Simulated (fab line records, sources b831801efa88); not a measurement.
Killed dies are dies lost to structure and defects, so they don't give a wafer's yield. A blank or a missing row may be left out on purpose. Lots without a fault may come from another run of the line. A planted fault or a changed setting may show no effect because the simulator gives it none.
Tool commonality check | flow gf180mcu | 14 lots, 42 wafers sampled

WHY IT WAS OPENED
At GF_VT_IMPLANT_TW_MEAS_43 the reading VT_IMPLANT_4_TW is flagged on 2 of 14 lots. Wafers without a fault read 692, standard deviation 6.
Rule: a lot is flagged when every wafer of it that has a number lies more than 4 standard deviations from that mean, or none has a number. The other lots count as sound.

lot  | measured     | on            | VT_IMPLANT_4_TW, wafer by wafer | flag
L184 | day 7 10:50  | film_metro-01 | 686 689 685                     |
L185 | day 7 18:52  | film_metro-04 | 703 703 702                     |
L186 | day 8 02:43  | film_metro-01 | 688 685 683                     |
L187 | day 8 08:31  | film_metro-04 | 703 699 700                     |
L188 | day 8 15:05  | film_metro-01 | 685 682 683                     |
L189 | day 9 00:07  | film_metro-01 | 689 689 688                     |
L194 | day 10 08:17 | film_metro-01 | 685 687 685                     |
L197 | day 11 05:38 | film_metro-04 | 1144 1144 1155                  | FLAGGED
L199 | day 12 00:22 | film_metro-04 | 1148 1149 1146                  | FLAGGED
L201 | day 12 06:16 | film_metro-01 | 689 690 690                     |
L203 | day 13 01:23 | film_metro-01 | 683 686 688                     |
L204 | day 13 08:01 | film_metro-04 | 697 691 693                     |
L206 | day 13 16:41 | film_metro-01 | 685 685 686                     |
L207 | day 13 23:29 | film_metro-01 | 685 685 685                     |
The numbers of the flagged lots are 1148 on average: +456 against the usual, or +76 standard deviations.

WHICH TOOL RAN EACH LOT
The record holds 1 process step before the reading, out of a route of 602 steps. In each cell: the tool, then ch and the chambers that the sampled wafers went through, then the start.
lot  | flag    | GF_VT_IMPLANT_IMPLANT_41
L184 |         | implanter-03 ch 0, day 7 10:35
L185 |         | implanter-03 ch 0, day 7 18:38
L186 |         | implanter-04 ch 0, day 8 02:28
L187 |         | implanter-02 ch 0, day 8 08:16
L188 |         | implanter-03 ch 0, day 8 14:50
L189 |         | implanter-03 ch 0, day 8 23:52
L194 |         | implanter-02 ch 0, day 10 08:02
L197 | FLAGGED | implanter-02 ch 0, day 11 05:23
L199 | FLAGGED | implanter-02 ch 0, day 12 00:07
L201 |         | implanter-04 ch 0, day 12 06:03
L203 |         | implanter-04 ch 0, day 13 01:09
L204 |         | implanter-03 ch 0, day 13 07:47
L206 |         | implanter-04 ch 0, day 13 16:26
L207 |         | implanter-04 ch 0, day 13 23:15
What these steps do:
- GF_VT_IMPLANT_IMPLANT_41
- GF_VT_IMPLANT_TW_MEAS_43

FLAGGED OVER TOTAL, TOOL BY TOOL (the gauges that took the reading come last)
step                     | tool          | lots run | flagged | share of the flagged lots | sound lots run after its first flagged lot
GF_VT_IMPLANT_IMPLANT_41 | implanter-02  | 4        | 2       | all                       | 0
GF_VT_IMPLANT_IMPLANT_41 | implanter-03  | 5        | 0       | none                      | -
GF_VT_IMPLANT_IMPLANT_41 | implanter-04  | 5        | 0       | none                      | -
GF_VT_IMPLANT_TW_MEAS_43 | film_metro-01 | 9        | 0       | none                      | -
GF_VT_IMPLANT_TW_MEAS_43 | film_metro-04 | 5        | 2       | all                       | 1 (L204)

WHAT THE TABLE ALLOWS
2 rows of the table ran every flagged lot: implanter-02 at GF_VT_IMPLANT_IMPLANT_41, film_metro-04 at GF_VT_IMPLANT_TW_MEAS_43.
- implanter-02 at GF_VT_IMPLANT_IMPLANT_41: 2 of its 4 lots flagged. Its last sound lot is L194 (day 10 08:02), its first flagged lot L197 (day 11 05:23): a fault that began between those two fits. Its own readings lie more than 4 standard deviations out on every wafer of the flagged lots: dose_ions_cm2, faraday_current_uA.
- film_metro-04 at GF_VT_IMPLANT_TW_MEAS_43: 2 of its 5 lots flagged. Sound lots ran on it after the first flagged one (L204), which a lasting fault on the whole tool wouldn't allow.
One tool is left: implanter-02 at GF_VT_IMPLANT_IMPLANT_41.

WHAT THE SIMULATOR HAD PUT IN
Process parameter drift: implanter-02, from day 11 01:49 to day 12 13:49, at GF_VT_IMPLANT_IMPLANT_41. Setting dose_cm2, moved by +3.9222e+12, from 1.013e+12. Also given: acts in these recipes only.
Lots struck among those shown: L197, L199. The rule above found the same.
